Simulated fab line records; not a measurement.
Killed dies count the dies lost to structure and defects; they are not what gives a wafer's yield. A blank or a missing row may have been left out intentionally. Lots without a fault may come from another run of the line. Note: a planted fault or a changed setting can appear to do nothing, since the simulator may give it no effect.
What tool caused it?    flow sky130    6 lots with 17 wafers sampled at 3 steps, on a route of 708 steps

WHAT EACH GAUGE READ, for each wafer
SKY_NWELL_OVL_MEAS_10.
lot   measured      on          NWELL_00_OVL (nm)
L523  day 4 16:49   overlay-01  -1.1 -1.6 0.2
L532  day 6 22:03   overlay-02  0.1 0.3 3.1
L535  day 7 21:28   overlay-02  0.3 1.8 0.9
L537  day 8 03:19   overlay-01  -0.1 -1.3 0.4
L539  day 8 16:25   overlay-02  0.5 -0.4
L545  day 10 05:37  overlay-02  2.7 2.3 3.0

WHICH TOOL RAN EACH LOT (tool, then ch and the chambers of the sampled wafers, then the start)
lot   SKY_FIELD_ISO_ETCH_14             SKY_FIELD_ISO_STRIP_16
L523  rieDiel-02 ch 0,1,3, day 2 09:35  plasmaAsher-01 ch 0,1, day 2 09:41
L532  rieDiel-02 ch 0,1,3, day 4 09:37  plasmaAsher-04 ch 0,1, day 4 09:43
L535  rieDiel-02 ch 0,1,3, day 5 01:08  plasmaAsher-02 ch 0,1, day 5 01:14
L537  rieDiel-02 ch 1,2, day 5 10:19    plasmaAsher-02 ch 0,1, day 5 10:25
L539  rieDiel-04 ch 2,3, day 6 00:02    plasmaAsher-01 ch 0,1, day 6 00:11
L545  rieDiel-01 ch 1,2,3, day 7 03:22  plasmaAsher-01 ch 0,1, day 7 03:28
- SKY_FIELD_ISO_ETCH_14: etches BARC in N2/H2, stops on SiO2, time 45.9 s, target depth 60 nm.
- SKY_FIELD_ISO_STRIP_16: strips in O2/N2.

THE ANSWER, worked out from the rows above alone
Rule: usual is defined by the lots themselves. The widest of any qualifying gaps counts: lots, ordered by their means at a reading, are off when they make up no more than a third of the lots, leave a main group of 4 or more, and stand apart from it by 3 or more times the standard deviation of that group's means. Not used: any main group whose means are identical at the precision the tables above print for the reading. A lot without any number at a reading at which 4 lots or more have one is off too. Where the step has rows for the other lots, those lots are counted as sound.
Across all readings shown, no lot is off: no conclusion can be drawn from this.

WHAT THE SIMULATOR HAD INSERTED
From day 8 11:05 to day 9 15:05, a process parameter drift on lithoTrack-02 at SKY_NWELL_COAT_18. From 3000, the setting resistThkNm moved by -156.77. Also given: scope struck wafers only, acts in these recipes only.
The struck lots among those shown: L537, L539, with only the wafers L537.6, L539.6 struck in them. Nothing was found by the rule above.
